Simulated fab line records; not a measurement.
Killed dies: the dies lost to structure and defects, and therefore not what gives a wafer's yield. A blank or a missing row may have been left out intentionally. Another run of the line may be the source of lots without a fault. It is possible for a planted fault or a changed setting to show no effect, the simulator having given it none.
Struck lot and sound lot, side by side / flow sky130 / 37 steps out of a route of 708
Sound: the wafers L732.4, L732.5, L732.6. The struck wafers were L735.1, L735.3, L735.4. Last of all comes the cause.
Order at every step that has rows: each side's tool, ch and its chambers, its first start. Under that, the readings that differ: sound wafers / struck wafers / difference of the means / sigmas: that difference in standard deviations of wafers without a fault.
alike: readings with means less than 2 such deviations apart, plus words and numbers identical on both sides. not compared: withheld readings, readings lacking a value on some wafer, bounds such as >300 that could conceal the same value, and numbers that have no deviation in the record and whose values overlap.
The two part at a step that has a row with sigmas, a row that says differs or no value, or rows on one side only. Numbers that have no deviation but don't overlap get no sigmas and don't part them. A reading that every wafer of one side lacks parts them only if that side has two wafers or more.

first, 10 steps without rows for these wafers: SKY_VIA2_CLEAN_18 (cleans in IPA, time 180 s); SKY_VIA2_CLEAN_19 (cleans in O3/DIW); SKY_VIA2_SPUTTER_20 (material TiN, target thk 20 nm, time 80 s); SKY_VIA2_CVD_21 (deposits W, target thk 420 nm, time 126.4 s); SKY_VIA2_CMP_24 (polishes, stops on SiO2, t overpolish 20 s, target thk 0 nm); SKY_METAL3_SPUTTER_00 (material Ti, target thk 15 nm, time 10 s); SKY_METAL3_SPUTTER_01 (material TiN, target thk 20 nm, time 16.7 s); SKY_METAL3_SPUTTER_02 (material AlCu, target thk 735 nm, time 39.1 s); SKY_METAL3_SPUTTER_03 (material Ti, target thk 5 nm, time 3.3 s); SKY_METAL3_SPUTTER_04 (material TiN, target thk 70 nm, time 58.3 s).
SKY_CAPM_CVD_00: deposits SiO2, target thk 15.5 nm.
  sound on pecvd-04 ch 0,1,2, day 38 13:37; struck on pecvd-04 ch 0,1, day 39 11:52
  alike: heater-power-w, susceptor-temp-C
SKY_CAPM_THK_MEAS_01:
  struck on film-metro-01, day 39 11:53; sound on film-metro-01, day 38 13:40
reading=CAPM_CVD_00_THK (nm); sound=15.62 15.92 15.51; struck=13.18 13.60 13.86; difference=-2.14; sigmas=-8
then, 23 steps without rows for these wafers: SKY_CAPM_SPUTTER_02 (material TiN, target thk 200 nm, time 159.7 s); SKY_CAPM_DEHYDRATE_05 (time 60 s); SKY_CAPM_HMDS_06 (prime time 60 s); SKY_CAPM_COAT_07 (resist thk 1140 nm); SKY_CAPM_SOFTBAKE_08 (time 60 s); SKY_CAPM_EXPOSE_09 (exposes mask CAPM, target cd 1000 nm); SKY_CAPM_PEB_10; SKY_CAPM_DEVELOP_11 (develop time 60 s); SKY_CAPM_METAL_ETCH_13 (etches TiN in Cl2/BCl3, stops on SiO2, target depth 220 nm, time 62.9 s); SKY_CAPM_STRIP_14 (strips in O2/N2); SKY_CAPM_STRIP_15 (strips in post etch residue remover, time 1200 s); SKY_CAPM_CLEAN_16 (cleans in IPA, time 180 s); SKY_CAPM_CLEAN_17 (cleans in O3/DIW); SKY_METAL3_DEHYDRATE_05 (time 60 s); SKY_METAL3_HMDS_06 (prime time 60 s); SKY_METAL3_COAT_07 (resist thk 60 nm); SKY_METAL3_COAT_08 (resist thk 1140 nm); SKY_METAL3_SOFTBAKE_09 (time 90 s); SKY_METAL3_EXPOSE_10 (exposes mask MM3, target cd 300 nm); SKY_METAL3_PEB_11; SKY_METAL3_DEVELOP_12 (develop time 60 s); SKY_METAL3_DESCUM_15 (chemistry O2, time 8 s); SKY_METAL3_ETCH_16 (etches BARC in N2/H2, stops on SiO2, time 88.2 s, target depth 60 nm).
-- the record jumps here: 2 days lie between the struck wafers' starts before and after --
SKY_METAL3_ETCH_17: etches SiO2 in C4F8/O2/Ar, stops on TiN, time 3.9 s, target depth 15 nm.
  sound on rie-diel-02 ch 0,3, day 40 15:52; struck on rie-diel-01 ch 0,1,2, day 41 13:04
reading=oes-product-au (a.u.); sound=0.752 0.770 0.760; struck=0.695 0.706 0.712; difference=-0.056; sigmas=-7
  not compared: rf-hours-counter-h
-- the record jumps here: 7 days lie between the struck wafers' starts before and after (it left off in module METAL3 and takes up again in module PAD_OPEN, whose first step shown is number 708 of the route) --
SKY_PAD_OPEN_PROBE_99:
  struck on prober-01, day 48 06:00; sound on prober-02, day 47 12:11
reading=model.etest.tester.sort-n-pass; sound=389 391 405; struck=339 357 338; difference=-50; sigmas=
reading=model.etest.tester.sort-yield-pct (%); sound=79.06 79.47 82.32; struck=68.9 72.56 68.7; difference=-10.2; sigmas=
reading=model.etest.tester.sort_bin_5_pct (%); sound=11.38 13.62 12.2; struck=23.37 22.76 22.36; difference=+10.43; sigmas=
reading=model.etest.cap-mim.c-ff-um2-rim-less-centre; sound=-0.02043 0.01702 -0.03377; struck=0.7453 0.7293 0.7286; difference=+0.7468; sigmas=
  alike: defect-limited-yield, killed_at_M0_to_M3, killed_at_M4_up, killed-at-contacts, killed-at-front-end, killed-at-other, killed-dies, killed-open, killed-short

WHERE THEY PART
At SKY_CAPM_THK_MEAS_01 first; at SKY_METAL3_ETCH_17 last (within this record only). Later steps at which nothing parts them and some readings are alike: SKY_PAD_OPEN_PROBE_99.

WHY: whatever the simulator had introduced
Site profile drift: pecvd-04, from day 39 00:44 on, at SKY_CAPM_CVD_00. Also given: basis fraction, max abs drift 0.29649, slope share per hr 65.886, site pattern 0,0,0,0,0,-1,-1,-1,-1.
